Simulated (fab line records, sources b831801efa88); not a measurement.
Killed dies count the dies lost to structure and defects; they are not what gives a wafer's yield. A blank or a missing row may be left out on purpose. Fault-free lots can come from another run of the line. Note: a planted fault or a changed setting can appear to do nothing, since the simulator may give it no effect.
Problem report, 8D (eight disciplines) form, completed by code ; flow gf180mcu ; the parts of the form that need people (team, actions taken, sign-off) are left out

== 1. WHAT IS WRONG ==
Wafers without a fault read 4.35e+12, standard deviation 4.6e+09; dose_ions_cm2 at GF_VT_IMPLANT_IMPLANT_19 reads a mean of 4.00e+12 on 6 wafers belonging to 2 lots. That puts it -77 standard deviations away from the usual mean.
First observed at day 8 20:52: wafer L881.1, on implanter-01. Wafers with a number at this step in the record: 18, from 6 lots. Rule for "out" (also "out of limits"): further than 4 standard deviations from the usual mean. Any other wafer with a number is counted as sound.

== 2. WHAT THIS IS AND IS NOT ==
question;is;is not
which readings at this step;dose_ions_cm2;-
which lots;L881, L882;L876, L878, L883, L894
which wafers of those lots;all that have a number;-
read on which tools;implanter-01;implanter-02, implanter-04
when;from day 8 20:52;"up to then (6 sound wafers); but 6 sound wafers of L883, L894 came after"

== 3. WHAT RULES OUT EACH SUSPECT ==
Counting: a tool at any process step up to the reading remains a suspect when it ran all the lots that are out and ran no sound lot after the first of those.
- implanter-01 at GF_VT_IMPLANT_IMPLANT_19: ruled out as a lasting fault. After its first lot that is out, L881 (day 8 20:52), sound lots L894 ran on it.
Left after counting: nothing in the record.

== 4. THE CAUSE (what the simulator had put in) ==
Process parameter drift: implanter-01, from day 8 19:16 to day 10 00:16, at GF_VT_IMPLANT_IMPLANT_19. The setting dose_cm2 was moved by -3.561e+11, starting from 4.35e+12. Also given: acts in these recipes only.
Counting ruled it out, wrongly.

== 5. THE CHAIN OF EFFECTS, in route order ==
Rows list readings where the struck wafers' mean (over those with a number) sits beyond 3 standard deviations from the usual. Readings are gone through only where the record gives a usual standard deviation; hours: the median, over the lots, of the time from a lot's start at the first step in this table giving one to that lot's start at this step; sigmas: the change measured in usual standard deviations.
hours;step;reading;usual;on struck wafers;change;sigmas
0;GF_VT_IMPLANT_IMPLANT_19;dose_ions_cm2;4.35e+12;4.00e+12;-3.54e+11;-77
0;GF_VT_IMPLANT_IMPLANT_19;faraday_current_uA;24.5;22.5;-2.0;-4.0
Process steps it contains:
- GF_VT_IMPLANT_IMPLANT_19

== 6. HOW IT WOULD HAVE BEEN CAUGHT EARLIER ==
First out-of-limits reading in this record: day 8 20:52, which is 2 hours after fault onset at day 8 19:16.
